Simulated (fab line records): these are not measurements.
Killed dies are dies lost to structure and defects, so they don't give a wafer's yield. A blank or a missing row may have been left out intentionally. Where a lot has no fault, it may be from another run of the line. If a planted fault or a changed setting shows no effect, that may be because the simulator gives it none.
Chamber matching | flow gf180mcu | GF_MIM_CVD_05 on pecvd-04 has 3 sister chambers
The step deposits Si3N4, target thk 42 nm, time 29.086 s. 24 wafers are shown with their chamber, then 12 later ones without.

== WAFERS PAIRED WITH THEIR CHAMBERS ==
wafer  | chamber | heater_power_w (W)
L074.2 | 0       | 511
L074.4 | 1       | 738
L074.6 | 2       | 787
L075.2 | 1       | 753
L075.4 | 0       | 590
L075.5 | 2       | 904
L077.1 | 2       | 877
L077.3 | 1       | 765
L077.5 | 2       | 863
L079.4 | 2       | 734
L079.5 | 0       | 476
L079.6 | 1       | 751
L083.2 | 0       | 547
L083.3 | 2       | 792
L083.5 | 1       | 711
L086.2 | 0       | 498
L086.3 | 1       | 674
L086.5 | 0       | 507
L088.1 | 0       | 523
L088.3 | 1       | 777
L088.6 | 0       | 516
L091.1 | 1       | 727
L091.2 | 2       | 868
L091.4 | 0       | 525

SIGNATURES (averages over the wafers above)
reading        | chamber 0 | chamber 1 | chamber 2 | scatter within a chamber
heater_power_w | 521.44    | 737.00    | 832.14    | 42.9
Rule: for each reading, subtract the chamber's mean from the wafer's reading, divide by that reading's scatter and square the result; add these up over the readings and take the root, which gives the wafer's distance from the chamber. The wafer belongs to the nearest chamber; if the next one is less than 2 further off, it can't be placed. The scatter: take each reading less its chamber's mean, square it, sum over the shown wafers, divide by the number of wafers less the number of chambers, and take the root.

== WAFERS WHOSE CHAMBER IS MISSING ==
wafer  | heater_power_w (W)
L092.3 | 764
L092.5 | 761
L092.6 | 745
L095.1 | 751
L095.2 | 695
L095.3 | 500
L096.1 | 866
L096.2 | 593
L096.3 | 682
L097.1 | 737
L097.5 | 868
L097.6 | 576

== EACH ONE'S CHAMBER ==
wafer  | from the rows above     | in truth
L092.3 | can't be placed: 1 or 2 | 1
L092.5 | can't be placed: 1 or 2 | 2
L092.6 | can't be placed: 1 or 2 | 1
L095.1 | can't be placed: 1 or 2 | 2
L095.2 | 1                       | 1
L095.3 | 0                       | 0
L096.1 | 2                       | 2
L096.2 | can't be placed: 0 or 1 | 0
L096.3 | 1                       | 1
L097.1 | 1                       | 1
L097.5 | 2                       | 2
L097.6 | 0                       | 0
Placed correctly: 7 of 12. These rows do not allow placing 5 (true chamber among the candidates in 5). Wrongly placed: 0.
